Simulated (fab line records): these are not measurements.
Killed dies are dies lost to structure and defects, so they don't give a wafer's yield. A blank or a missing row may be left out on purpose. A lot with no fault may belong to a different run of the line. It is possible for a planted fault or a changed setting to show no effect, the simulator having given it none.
A lot that was struck, set against a sound lot | flow sfq-line | 18 out of 325 route steps
Sound: these wafers, L550.2, L550.4, L550.5. Struck: wafers L542.1, L542.4, L542.5. The cause is named last.
Each step with rows lists, per side, the tool, then ch with its chambers, then its first start. Under that, the readings that differ: sound wafers | struck wafers | difference of the means | sigmas: that difference in standard deviations of wafers without a fault.
alike: a reading whose means differ by less than 2 such deviations, as well as words and numbers matching on both sides. not compared: withheld readings; readings where some wafer has no value; bounds like >300 that might hide an equal value; numbers whose values overlap and for which the record gives no deviation.
Wherever a step has rows on one side only, a row that says differs or no value, or a row with sigmas, the two part there. When numbers do not overlap yet have no deviation, they are printed without sigmas and do not part them. Lack of a reading on every wafer of one side parts them only where that side has two or more wafers.

SFQ_I0_OVL_MEAS_908:
  sound on overlay-02 at day 17 09:22; struck on overlay-02 at day 15 10:34
  alike: I0_OVL
SFQ_TRILAYER_I0_VIA_BARC_OPEN_VIA_ETCH_046: etches BARC in O2, target depth 125 nm, time 41.7 s.
  sound on rie-diel-03 ch 0,1,2, day 17 09:24; struck on rie-diel-03 ch 0,3, day 15 10:36
  alike: drypump-motor-current-A, oes-product-au
  not compared: rf-hours-counter-h
SFQ_TRILAYER_I0_VIA_ETCH_VIA_ETCH_034: etches SiO2 in CHF3, stops on Nb, target depth 260 nm.
  sound on rie-diel-03 ch 0,1,2, day 17 09:26; struck on rie-diel-03 ch 0,3, day 15 10:38
  alike: drypump-motor-current-A, oes-product-au
SFQ_TRILAYER_I0_VIA_STRIP_STRIP_035: strips in O2.
  sound on rie-metal-02 ch 0,1, day 17 09:33; struck on rie-metal-04 ch 0, day 15 10:45
  alike: drypump-motor-current-A, oes-product-au
  not compared: rf-hours-counter-h
then, 2 steps without rows for these wafers: SFQ_TRILAYER_I0_VIA_STRIP_SOLV_CLEAN_036 (cleans in NMP, time 600 s); SFQ_TRILAYER_M1_DEP_PRE_CLEAN_038 (time 22.5 s).
SFQ_TRILAYER_M1_DEP_SPUTTER_037: material Nb, target thk 200 nm, time 133.3 s.
  sound on pvd-sputter-05 at day 17 10:22; struck on pvd-sputter-06 at day 15 11:34
  alike: throttle-valve-pct
SFQ_M1_RS_MEAS_909: uses a four-point probe to measure.
  sound on film-metro-02 at day 17 10:28; struck on film-metro-02 at day 15 11:39
  alike: M1_NB_RS
then, 3 steps without rows for these wafers: SFQ_TRILAYER_M1_LITHO_COAT_044 (resist thk 62 nm); SFQ_TRILAYER_M1_LITHO_COAT_039 (resist thk 600 nm); SFQ_TRILAYER_M1_LITHO_SOFTBAKE_043.
-- the record jumps here: 5 days lie between the struck wafers' starts before and after --
SFQ_TRILAYER_M1_LITHO_EXPOSE_040: exposes mask M1, target cd 500 nm.
  sound on krf-scanner-02 ch 0, day 23 14:12; struck on krf-scanner-01 ch 0, day 20 18:39
  reading              | sound                | struck               | difference | sigmas
  exposure-dose-mJ-cm2 | 14.394 14.399 14.417 | 14.692 14.696 14.675 | +0.284     | +18
  alike: mask, focus-offset-nm
then, 2 steps without rows for these wafers: SFQ_TRILAYER_M1_LITHO_PEB_042 (peb time 60 s); SFQ_TRILAYER_M1_LITHO_DEVELOP_041 (time 60 s).
SFQ_M1_OVL_MEAS_911:
  sound on overlay-02 at day 23 15:30; struck on overlay-01 at day 20 20:09
  alike: M1_OVL
SFQ_TRILAYER_M1_BARC_OPEN_METAL_ETCH_054: etches BARC in O2, target depth 125 nm, time 41.7 s.
  sound on rie-metal-03 ch 0,1, day 23 15:32; struck on rie-metal-01 ch 0,1, day 20 20:11
  reading             | sound             | struck            | difference | sigmas
  model.M1.cd-nm (nm) | 501.7 500.1 500.6 | 497.5 496.9 495.6 | -4.1       |
  alike: drypump-motor-current-A, oes-product-au
  not compared: rf-hours-counter-h
SFQ_TRILAYER_M1_ETCH_METAL_ETCH_042: etches Nb in Cl2/Ar, stops on SiO2, target depth 240 nm, time 120 s.
  sound on rie-metal-03 ch 0,1, day 23 15:35; struck on rie-metal-01 ch 0,1, day 20 20:14
  reading             | sound             | struck          | difference | sigmas
  model.M1.cd-nm (nm) | 501.4 499.7 500.7 | 498.6 498 496.7 | -2.8       |
  alike: drypump-motor-current-A, oes-product-au
  not compared: rf-hours-counter-h
SFQ_TRILAYER_M1_STRIP_STRIP_043: strips in O2.
  sound on rie-metal-03 ch 0,1, day 23 15:43; struck on rie-metal-01 ch 0,1, day 20 20:22
  alike: drypump-motor-current-A, oes-product-au
  not compared: rf-hours-counter-h

== WHERE THEY PART ==
Only at SFQ_TRILAYER_M1_LITHO_EXPOSE_040, as far as this record shows. Later steps at which nothing parts them and some readings are alike: SFQ_M1_OVL_MEAS_911, SFQ_TRILAYER_M1_BARC_OPEN_METAL_ETCH_054, SFQ_TRILAYER_M1_ETCH_METAL_ETCH_042, SFQ_TRILAYER_M1_STRIP_STRIP_043.

WHY: the cause the simulator had injected
Process parameters drifting: krf-scanner-01 at SFQ_TRILAYER_M1_LITHO_EXPOSE_040, beginning at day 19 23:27. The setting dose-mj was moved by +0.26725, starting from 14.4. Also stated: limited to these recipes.
